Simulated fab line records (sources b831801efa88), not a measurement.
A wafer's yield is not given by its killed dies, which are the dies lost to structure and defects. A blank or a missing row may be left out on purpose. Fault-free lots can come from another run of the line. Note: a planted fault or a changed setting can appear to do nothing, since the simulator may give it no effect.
A lot that was struck, set against a sound lot || flow sky130 || 15 steps out of a route of 708
Sound: these wafers, L326.1, L326.3, L326.4. Struck: wafers L340.1, L340.3 (left out: L340.4, a lot-mate that was not struck); the cause follows at the end.
Order at every step that has rows: each side's tool, ch and its chambers, its first start. Under that, the readings that differ: sound wafers || struck wafers || difference of the means || sigmas: that difference in standard deviations of wafers without a fault.
alike: a reading whose means differ by less than 2 such deviations, as well as words and numbers matching on both sides. not compared: withheld readings; readings where some wafer has no value; bounds like >300 that might hide an equal value; numbers whose values overlap and for which the record gives no deviation.
The two part at a step that has a row with sigmas, a row that says differs or no value, or rows on one side only. Numbers that don't overlap but have no deviation are shown without sigmas and don't part them. A reading that every wafer of one side lacks parts them only if that side has two wafers or more.

SKY_VIA3_CD_MEAS_12: target cd 200 nm.
  sound on cd_sem-01 at day 41 09:19; struck on cd_sem-02 at day 44 04:52
  alike: cd_nm
SKY_VIA3_OVL_MEAS_13:
  sound on overlay-02 at day 41 09:26; struck on overlay-02 at day 44 04:59
  alike: VIA3_OVL
SKY_VIA3_ETCH_14: etches BARC in N2/H2, stops on SiO2, time 45.9 s, target depth 60 nm.
  sound on rie_diel-03 ch 0,1,3, day 41 09:29; struck on rie_diel-04 ch 0,1, day 44 05:02
  alike: drypump_motor_current_A, h2_flow_sccm, oes_product_au, throttle_valve_pct
  not compared: rf_hours_counter_h
SKY_VIA3_ETCH_15: etches SiO2 in C4F8/O2/Ar, stops on TiN, target depth 507 nm, time 78 s.
  sound on rie_diel-03 ch 0,1,3, day 41 09:31; struck on rie_diel-04 ch 0,1, day 44 05:04
  alike: oes_product_au
SKY_VIA3_STRIP_16: strips in O2/N2.
  sound on plasma_asher-02 ch 0,1, day 41 09:35; struck on plasma_asher-02 ch 0, day 44 05:08
  alike: drypump_motor_current_A, oes_product_au, strip_time_to_endpoint_s
  not compared: rf_hours_counter_h
then, 4 steps without rows for these wafers: SKY_VIA3_STRIP_17 (strips in post etch residue remover, time 1200 s); SKY_VIA3_CLEAN_18 (cleans in IPA, time 180 s); SKY_VIA3_CLEAN_19 (cleans in O3/DIW); SKY_VIA3_SPUTTER_20 (material TiN, target thk 20 nm, time 80 s).
SKY_VIA3_CVD_21: deposits W, target thk 390 nm, time 117.31 s.
  sound on cvd_w-02 ch 0,1, day 41 10:14; struck on cvd_w-02 ch 0, day 44 05:47
  alike: heater_power_w
SKY_VIA3_RS_MEAS_22: uses a four-point probe to measure.
  sound on film_metro-01 at day 41 10:22; struck on film_metro-03 at day 44 05:55
  alike: VIA3_W_RS
SKY_VIA3_THK_MEAS_23: measures by xrf.
  sound on film_metro-01 at day 41 10:29; struck on film_metro-03 at day 44 06:02
  alike: VIA3_W_THK
SKY_VIA3_CMP_24: polishes, stops on SiO2, t overpolish 20 s, target thk 0 nm.
  sound on cmp-02 ch 0,2,3, day 41 10:32; struck on cmp-02 ch 0,3, day 44 06:05
{"reading": "overpolish_run_s (s)", "sound": "19.994 19.998 19.985", "struck": "0.040 0.039", "difference": -19.953, "sigmas": "-99 or more"}
{"reading": "time_to_endpoint_s (s)", "sound": "98 99 93", "struck": "151 149", "difference": "+53", "sigmas": "+10"}
  alike: motor_current_A
SKY_METAL4_SPUTTER_00: material Ti, target thk 15 nm, time 10 s.
  rows exist in the record for the sound wafers here (pvd_sputter-01, day 41 10:50), none for the struck ones
-- the record jumps here: 5 days lie between the struck wafers' starts before and after (it left off in module METAL4 and takes up again in module PAD_OPEN, whose first step shown is number 708 of the route) --
SKY_PAD_OPEN_PROBE_99:
  sound on prober-02 at day 47 06:37; struck on prober-02 at day 49 10:00
{"reading": "defect_limited_yield (%)", "sound": "81.9 84.6 80.7", "struck": "0 0", "difference": -82, "sigmas": -46}
{"reading": "killed_at_M0_to_M3", "sound": "45 37 50", "struck": "435 447", "difference": "+397", "sigmas": "+65"}
{"reading": "killed_dies", "sound": "89 76 95", "struck": "492 492", "difference": "+405", "sigmas": "+46"}
{"reading": "killed_on_rim", "sound": "21 19 24", "struck": "96 96", "difference": "+75", "sigmas": "+21"}
{"reading": "killed_short", "sound": "37 31 35", "struck": "47 51", "difference": "+15", "sigmas": "+3"}
{"reading": "sort_bin_3_pad_short (%)", "sound": "0.4 0.8 1.0", "struck": "79.5 82.5", "difference": "+80.3", "sigmas": "+99 or more"}
{"reading": "sort_bin_5_function (%)", "sound": "9.3 8.3 11.6", "struck": "15.0 11.2", "difference": "+3.4", "sigmas": "+2"}
{"reading": "sort_n_pass", "sound": "403 416 397", "struck": "0 0", "difference": -405, "sigmas": -46}
{"reading": "sort_yield_pct (%)", "sound": "81.9 84.6 80.7", "struck": "0 0", "difference": -82, "sigmas": -46}
  alike: killed_at_M4_up, killed_at_contacts, killed_at_front_end, killed_at_other, killed_open, sort_bin_6_memory

== WHERE THEY PART ==
Last at SKY_PAD_OPEN_PROBE_99 as far as this record goes, first at SKY_VIA3_CMP_24.

WHY: what had been put in by the simulator
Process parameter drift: cmp-02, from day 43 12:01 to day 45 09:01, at SKY_VIA3_CMP_24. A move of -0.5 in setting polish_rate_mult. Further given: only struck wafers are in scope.
